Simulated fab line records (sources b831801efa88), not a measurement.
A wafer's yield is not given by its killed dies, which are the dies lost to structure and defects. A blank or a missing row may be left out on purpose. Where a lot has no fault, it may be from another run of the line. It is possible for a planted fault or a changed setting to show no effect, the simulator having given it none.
Which tool was responsible?    flow sfq-line    14 lots, 42 wafers sampled, at 5 steps of a route of 325

## WHAT THE GAUGES SHOWED, per wafer
SFQ_M6_RS_MEAS_938: measurement is done with a four-point probe.
lot   measured      on             M6_NB_RS (ohm/sq)
L603  day 65 05:47  film-metro-03  0.886 0.885 0.885
L604  day 65 06:58  film-metro-03  0.878 0.899 0.893
L605  day 68 19:19  film-metro-01  0.886 0.896 0.894
L609  day 76 13:13  film-metro-01  0.882 0.885 0.893
L610  day 77 01:12  film-metro-01  0.886 0.881 0.881
L612  day 77 14:26  film-metro-04  0.888 0.885 0.889
L616  day 77 22:48  film-metro-01  0.891 0.883 0.880
L617  day 78 04:48  film-metro-01  0.879 0.876 0.874
L618  day 78 09:36  film-metro-01  0.878 0.879 0.882
L619  day 78 12:01  film-metro-04  0.891 0.901 0.897
L620  day 78 13:12  film-metro-04  0.875 0.868 0.885
L622  day 78 19:13  film-metro-01  0.898 0.883 0.890
L623  day 79 16:20  film-metro-03  0.890 0.900 0.886
L625  day 79 22:07  film-metro-03  0.882 0.888 0.876

SFQ_M7_RS_MEAS_943: measurement is done with a four-point probe.
lot   measured      on             M7_NB_RS (ohm/sq)
L603  day 75 07:02  film-metro-01  0.880 0.873 0.866
L604  day 75 11:11  film-metro-04  0.896 0.899 0.894
L605  day 77 15:40  film-metro-04  0.895 0.892 0.898
L609  day 81 04:12  film-metro-02  0.889 0.883 0.894
L610  day 81 17:10  film-metro-01  0.891 1.187 0.889
L612  day 82 11:13  film-metro-01  0.880 1.186 0.894
L616  day 83 03:19  film-metro-04  0.873 0.878 0.879
L617  day 83 11:43  film-metro-01  0.876 0.879 0.890
L618  day 83 17:43  film-metro-04  0.892 0.893 0.884
L619  day 83 23:44  film-metro-01  0.888 0.887 0.887
L620  day 84 02:07  film-metro-02  0.891 0.893 0.906
L622  day 84 11:44  film-metro-01  0.891 0.886 0.888
L623  day 85 03:23  film-metro-01  0.884 0.873 0.880
L625  day 85 08:07  film-metro-04  0.876 0.878 0.887

## WHICH TOOL RAN EACH LOT (tool, then ch and the chambers of the sampled wafers, then the start)
lot   SFQ_TRILAYER_C5_STRIP_STRIP_155    SFQ_TRILAYER_M6_DEP_SPUTTER_157  SFQ_TRILAYER_M7_DEP_SPUTTER_175
L603  rie-metal-03 ch 0,1, day 65 05:03  pvd-sputter-05, day 65 05:40     pvd-sputter-03, day 75 06:54
L604  rie-metal-01 ch 0,1, day 65 06:03  pvd-sputter-06, day 65 06:52     pvd-sputter-04, day 75 11:06
L605  rie-metal-03 ch 0,1, day 68 18:13  pvd-sputter-06, day 68 19:13     pvd-sputter-06, day 77 15:34
L609  rie-metal-01 ch 0,1, day 76 12:18  pvd-sputter-03, day 76 13:07     pvd-sputter-04, day 81 04:05
L610  rie-metal-04 ch 0,1, day 77 00:18  pvd-sputter-06, day 77 01:07     pvd-sputter-04, day 81 17:04
L612  rie-metal-01 ch 0,1, day 77 13:42  pvd-sputter-03, day 77 14:19     pvd-sputter-04, day 82 11:05
L616  rie-metal-03 ch 0,1, day 77 21:54  pvd-sputter-03, day 77 22:43     pvd-sputter-06, day 83 03:13
L617  rie-metal-04 ch 0,1, day 78 03:54  pvd-sputter-06, day 78 04:43     pvd-sputter-06, day 83 11:37
L618  rie-metal-04 ch 0,1, day 78 08:42  pvd-sputter-06, day 78 09:31     pvd-sputter-06, day 83 17:37
L619  rie-metal-04 ch 0,1, day 78 11:06  pvd-sputter-03, day 78 11:55     pvd-sputter-03, day 83 23:37
L620  rie-metal-03 ch 0,1, day 78 12:18  pvd-sputter-06, day 78 13:07     pvd-sputter-06, day 84 02:01
L622  rie-metal-04 ch 0,1, day 78 18:18  pvd-sputter-03, day 78 19:07     pvd-sputter-03, day 84 11:38
L623  rie-metal-03 ch 0,1, day 79 15:25  pvd-sputter-03, day 79 16:14     pvd-sputter-04, day 85 03:17
L625  rie-metal-03 ch 0,1, day 79 21:13  pvd-sputter-05, day 79 22:02     pvd-sputter-03, day 85 08:01
- SFQ_TRILAYER_C5_STRIP_STRIP_155: strips in O2.
- SFQ_TRILAYER_M6_DEP_SPUTTER_157: material Nb, target thk 200 nm, time 133.3 s.
- SFQ_TRILAYER_M7_DEP_SPUTTER_175: material Nb, target thk 200 nm, time 133.3 s.

## WHAT THE TOOLS THEMSELVES READ (means of the sampled wafers that have a number; where no wafer has one, the mark that the record gives instead)
SFQ_TRILAYER_C5_STRIP_STRIP_155.
lot   tool          drypump-motor-current-A (A)  oes-product-au (a.u.)  platen-temp-c (C)
L603  rie-metal-03  5.3                          0.997                  40.03
L604  rie-metal-01  5.8                          1.006                  40.13
L605  rie-metal-03  5.4                          1.001                  39.97
L609  rie-metal-01  5.8                          1.010                  40.03
L610  rie-metal-04  6.2                          1.001                  40.06
L612  rie-metal-01  5.7                          1.001                  40.11
L616  rie-metal-03  5.4                          1.010                  39.85
L617  rie-metal-04  6.1                          1.000                  39.96
L618  rie-metal-04  6.1                          1.008                  40.08
L619  rie-metal-04  6.2                          1.009                  40.06
L620  rie-metal-03  5.3                          1.003                  39.84
L622  rie-metal-04  6.1                          1.002                  40.04
L623  rie-metal-03  5.3                          1.000                  40.11
L625  rie-metal-03  5.3                          1.000                  39.99

SFQ_TRILAYER_M6_DEP_SPUTTER_157.
lot   tool            base-pressure-pa (Pa)  substrate-temp-c (C)  throttle-valve-pct (%)
L603  pvd-sputter-05  1.38e-06               20.02                 29.0
L604  pvd-sputter-06  1.40e-06               19.93                 30.2
L605  pvd-sputter-06  1.33e-06               20.06                 29.4
L609  pvd-sputter-03  1.35e-06               19.94                 30.0
L610  pvd-sputter-06  1.41e-06               19.96                 29.5
L612  pvd-sputter-03  1.32e-06               19.98                 29.8
L616  pvd-sputter-03  1.35e-06               19.97                 30.4
L617  pvd-sputter-06  1.36e-06               20.03                 29.3
L618  pvd-sputter-06  1.33e-06               20.06                 29.7
L619  pvd-sputter-03  1.29e-06               20.04                 30.4
L620  pvd-sputter-06  1.26e-06               20.04                 30.2
L622  pvd-sputter-03  1.30e-06               20.00                 30.4
L623  pvd-sputter-03  1.42e-06               20.02                 29.6
L625  pvd-sputter-05  1.35e-06               20.01                 30.5

SFQ_TRILAYER_M7_DEP_SPUTTER_175.
lot   tool            base-pressure-pa (Pa)  substrate-temp-c (C)  throttle-valve-pct (%)
L603  pvd-sputter-03  1.31e-06               19.91                 29.9
L604  pvd-sputter-04  1.45e-06               20.03                 31.2
L605  pvd-sputter-06  1.40e-06               20.03                 29.2
L609  pvd-sputter-04  1.29e-06               20.02                 31.1
L610  pvd-sputter-04  1.36e-06               19.92                 31.4
L612  pvd-sputter-04  1.30e-06               20.04                 31.0
L616  pvd-sputter-06  1.33e-06               20.02                 30.0
L617  pvd-sputter-06  1.37e-06               20.01                 29.3
L618  pvd-sputter-06  1.32e-06               19.97                 28.9
L619  pvd-sputter-03  1.36e-06               19.87                 30.3
L620  pvd-sputter-06  1.31e-06               20.08                 30.5
L622  pvd-sputter-03  1.36e-06               20.02                 29.5
L623  pvd-sputter-04  1.37e-06               20.02                 31.0
L625  pvd-sputter-03  1.28e-06               20.10                 29.5

## THE ANSWER, worked out from the rows above alone
Rule: usual is defined by the lots themselves. Put in order of their means at a reading, lots are off if they are a third of the lots or fewer, leave a main group of 4 or more, and stand apart from it by a gap of 3 or more times the standard deviation of the main group's means; of several such gaps the widest counts. Not used: any main group whose means are identical at the precision the tables above print for the reading. Also off: a lot with no number at a reading for which 4 or more lots have one. All remaining lots with rows at the step are treated as sound. The gauges are gone through in route order, then the tools' own readings, and for those a lot's mean is taken as printed above. The first step at which some lot is off is used, and at that step the reading that is off furthest; a lot without a number counts as furthest.
Off: at SFQ_M7_RS_MEAS_943 (M7_NB_RS), L610, L612. Main group: mean 0.886 ohm/sq, sd 0.0076.
If a tool, at a process step before that reading, ran all the lots that are off and no sound lot after the first of them, it fits. Those tools and the gauges at SFQ_M7_RS_MEAS_943 are tried in the same way. Not one of the candidates tried fits.

## WHAT THE SIMULATOR HAD INSERTED
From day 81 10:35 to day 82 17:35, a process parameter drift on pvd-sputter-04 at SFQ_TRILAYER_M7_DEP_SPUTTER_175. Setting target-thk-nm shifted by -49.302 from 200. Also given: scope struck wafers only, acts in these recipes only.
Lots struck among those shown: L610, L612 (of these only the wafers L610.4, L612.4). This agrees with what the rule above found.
